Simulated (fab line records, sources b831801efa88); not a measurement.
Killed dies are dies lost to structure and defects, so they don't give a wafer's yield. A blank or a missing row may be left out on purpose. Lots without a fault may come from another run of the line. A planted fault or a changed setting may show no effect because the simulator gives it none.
Which tool did it? | flow sky130 | 14 lots, 42 wafers sampled, at 2 steps of a route of 708

WHAT THE GAUGES READ, wafer by wafer
SKY_VT_ADJUST_HVTR_CD_MEAS_07: target cd 380 nm.
lot  | measured     | on        | cd_nm (nm)
L278 | day 9 13:08  | cd_sem-01 | 378.5 379.5 380.9
L279 | day 9 19:28  | cd_sem-02 | 377.4 377.5 379.2
L280 | day 10 00:43 | cd_sem-01 | 380.5 380.7 379.9
L281 | day 10 06:08 | cd_sem-02 | 381.3 382.9 385.1
L283 | day 10 22:10 | cd_sem-02 | 381.5 377.9 378.5
L284 | day 11 08:55 | cd_sem-02 | 380.8 380.2 379.0
L285 | day 11 13:51 | cd_sem-02 | 382.8 384.7 382.4
L286 | day 11 19:26 | cd_sem-02 | 381.1 381.0 379.4
L288 | day 12 14:04 | cd_sem-02 | 379.5 382.2 382.8
L289 | day 12 20:55 | cd_sem-01 | 377.8 376.4 390.2
L290 | day 13 03:46 | cd_sem-02 | 376.3 388.9 375.9
L292 | day 13 19:01 | cd_sem-02 | 378.4 379.1 380.2
L299 | day 15 19:25 | cd_sem-02 | 383.3 378.1 378.2
L300 | day 16 05:25 | cd_sem-01 | 380.4 378.7 378.1

WHICH TOOL RAN EACH LOT (tool, then ch and the chambers of the sampled wafers, then the start)
lot  | SKY_VT_ADJUST_HVTR_DEVELOP_06
L278 | litho_track-01 ch 0, day 9 12:59
L279 | litho_track-04 ch 0, day 9 19:20
L280 | litho_track-02 ch 0, day 10 00:34
L281 | litho_track-01 ch 0, day 10 05:59
L283 | litho_track-01 ch 0, day 10 22:01
L284 | litho_track-04 ch 0, day 11 08:46
L285 | litho_track-02 ch 0, day 11 13:43
L286 | litho_track-01 ch 0, day 11 19:17
L288 | litho_track-01 ch 0, day 12 13:55
L289 | litho_track-01 ch 0, day 12 20:46
L290 | litho_track-01 ch 0, day 13 03:37
L292 | litho_track-04 ch 0, day 13 18:52
L299 | litho_track-02 ch 0, day 15 19:16
L300 | litho_track-04 ch 0, day 16 05:16
- SKY_VT_ADJUST_HVTR_DEVELOP_06: develop time 60 s.

WHAT THE TOOLS THEMSELVES READ (means of the sampled wafers that have a number; where no wafer has one, the mark that the record gives instead)
The record holds no such reading with a usual standard deviation.

THE ANSWER, worked out from the rows above alone
Rule: what is usual is taken from the lots themselves. Put in order of their means at a reading, lots are off if they are a third of the lots or fewer, leave a main group of 4 or more, and stand apart from it by a gap of 3 or more times the standard deviation of the main group's means; of several such gaps the widest counts. A main group whose means are all the same, to the digits that the tables above print for the reading, isn't used. A lot without any number at a reading at which 4 lots or more have one is off too. The other lots that the step has rows for count as sound. The gauges are gone through in route order, then the tools' own readings, and for those a lot's mean is taken as printed above. The first step at which some lot is off is used, and at that step the reading that is off furthest; a lot without a number counts as furthest.
No lot is off at any reading shown: from this, nothing can be told.

WHAT THE SIMULATOR HAD PUT IN
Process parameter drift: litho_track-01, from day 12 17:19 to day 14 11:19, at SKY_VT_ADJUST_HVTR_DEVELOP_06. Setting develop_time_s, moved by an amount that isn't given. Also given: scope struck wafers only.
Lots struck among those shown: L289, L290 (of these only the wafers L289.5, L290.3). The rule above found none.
